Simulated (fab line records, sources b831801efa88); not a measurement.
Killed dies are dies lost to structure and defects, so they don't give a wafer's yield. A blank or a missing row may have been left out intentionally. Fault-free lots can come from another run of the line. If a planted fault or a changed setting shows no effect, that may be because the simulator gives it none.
Chamber matching + flow gf180mcu + pecvd-03 running GF_SAB_CVD_00: 3 sister chambers
The step deposits SiO2 from TEOS, target thk 50 nm, time 4.9302 s. 3 wafers are shown with their chamber, then 7 later ones without.

== WAFERS WITH THEIR CHAMBER ==
| wafer  | chamber | heater-power-outer-w (W) |
|--------|---------|--------------------------|
| L350.1 | 0       | 294                      |
| L359.1 | 2       | 378                      |
| L359.3 | 1       | 293                      |

== WAFERS MISSING THEIR CHAMBER ==
| wafer  | heater-power-outer-w (W) |
|--------|--------------------------|
| L359.4 | 382                      |
| L361.1 | 285                      |
| L361.4 | 296                      |
| L361.6 | 466                      |
| L362.4 | 272                      |
| L362.5 | 282                      |
| L362.6 | 470                      |

== THE CHAMBER EACH PASSED THROUGH ==
| wafer  | from the rows above          | in truth |
|--------|------------------------------|----------|
| L359.4 | can't be placed: 2 or 0 or 1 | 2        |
| L361.1 | can't be placed: 1 or 0 or 2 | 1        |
| L361.4 | can't be placed: 0 or 1 or 2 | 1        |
| L361.6 | can't be placed: 2 or 0 or 1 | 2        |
| L362.4 | can't be placed: 1 or 0 or 2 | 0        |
| L362.5 | can't be placed: 1 or 0 or 2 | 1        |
| L362.6 | can't be placed: 2 or 0 or 1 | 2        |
0 of 7 placed correctly. From these rows, 7 cannot be placed; in 7 the true chamber is one of the candidates. 0 placed wrongly.
How it was worked out, from the rows above alone: a wafer's distance from a chamber is the root of the sum, over the readings, of the square of ((its reading less the chamber's mean) divided by the reading's scatter). The wafer belongs to the nearest chamber; if the next one is less than 2 further off, it can't be placed. The mean given for a chamber averages the wafers shown for that chamber. The scatter (one wafer shown for each chamber): square how far every hidden wafer sits from the nearest shown wafer, average those squares and take the square root.
